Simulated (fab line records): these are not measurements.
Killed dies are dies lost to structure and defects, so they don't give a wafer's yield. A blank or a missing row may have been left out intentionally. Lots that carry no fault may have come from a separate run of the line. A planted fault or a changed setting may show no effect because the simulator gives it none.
Chamber matching | flow sky130 | cmp-01 running SKY_VIA3_CMP_24: 4 sister chambers
The step polishes, stops on SiO2, t overpolish 20 s, target thk 0 nm. 20 wafers are shown with their chamber, then 10 later ones without.

WAFERS PAIRED WITH THEIR CHAMBERS
wafer  | chamber | motorCurrentA (A) | timeToEndpointS (s) | platenRpm (rpm)
L076.1 | 2       | 11.9              | 95                  | 60.01
L076.2 | 3       | 10.3              | 93                  | 60.01
L076.6 | 0       | 10.7              | 90                  | 60.02
L077.1 | 2       | 12.0              | 95                  | 59.99
L077.2 | 3       | 10.1              | 95                  | 59.94
L077.4 | 1       | 12.8              | 98                  | 59.97
L080.2 | 1       | 13.4              | 92                  | 60.00
L080.3 | 2       | 12.2              | 93                  | 60.02
L080.4 | 0       | 10.6              | 92                  | 60.02
L088.2 | 1       | 12.8              | 97                  | 59.99
L088.4 | 0       | 10.7              | 97                  | 60.00
L088.5 | 0       | 10.5              | 95                  | 59.98
L089.2 | 2       | 12.4              | 95                  | 60.04
L089.3 | 0       | 10.5              | 94                  | 59.99
L089.6 | 3       | 10.5              | 92                  | 60.01
L090.2 | 2       | 12.2              | 95                  | 59.98
L090.3 | 3       | 10.8              | 94                  | 59.96
L090.5 | 1       | 12.9              | 93                  | 60.00
L091.2 | 0       | 10.8              | 93                  | 59.99
L091.3 | 1       | 12.6              | 100                 | 60.01

SIGNATURES, as means of the wafers listed above
reading         | chamber 0 | chamber 1 | chamber 2 | chamber 3 | scatter within a chamber
motorCurrentA   | 10.633    | 12.900    | 12.140    | 10.425    | 0.231
timeToEndpointS | 93.50     | 96.00     | 94.60     | 93.50     | 2.29
platenRpm       | 60.0000   | 59.9940   | 60.0080   | 59.9800   | 0.0229
Rule: a wafer lies at a distance from a chamber equal to the root of the sum of squares, over the readings, of (its reading less the chamber's mean, divided by the reading's scatter). If the next closest chamber is less than 2 further off than the closest, the wafer can't be placed; otherwise it belongs to the closest. How the scatter is found: for the shown wafers, subtract from each reading the mean of its chamber, square and add these, divide the total by (wafers less chambers), then take the root.

WAFERS WHOSE CHAMBER IS MISSING
wafer  | motorCurrentA (A) | timeToEndpointS (s) | platenRpm (rpm)
L091.5 | 12.9              | 98                  | 59.96
L093.1 | 10.7              | 91                  | 59.97
L093.3 | 10.2              | 95                  | 60.03
L093.6 | 12.8              | 92                  | 60.00
L094.3 | 11.5              | 97                  | 60.04
L094.4 | 12.7              | 96                  | 59.98
L094.6 | 10.8              | 94                  | 60.00
L095.2 | 10.2              | 93                  | 60.00
L095.3 | 12.6              | 94                  | 60.05
L095.5 | 12.5              | 96                  | 59.98

WHICH CHAMBER EACH WENT THROUGH
wafer  | from the rows above     | in truth
L091.5 | 1                       | 1
L093.1 | can't be placed: 3 or 0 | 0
L093.3 | can't be placed: 0 or 3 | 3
L093.6 | can't be placed: 1 or 2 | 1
L094.3 | can't be placed: 2 or 0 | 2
L094.4 | can't be placed: 1 or 2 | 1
L094.6 | can't be placed: 0 or 3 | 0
L095.2 | can't be placed: 3 or 0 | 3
L095.3 | can't be placed: 2 or 1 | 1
L095.5 | can't be placed: 1 or 2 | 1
Correct placement for 1 of the 10. Cannot be placed on the basis of these rows: 9; the candidates contain the true chamber in 9. Number placed wrongly: 0.
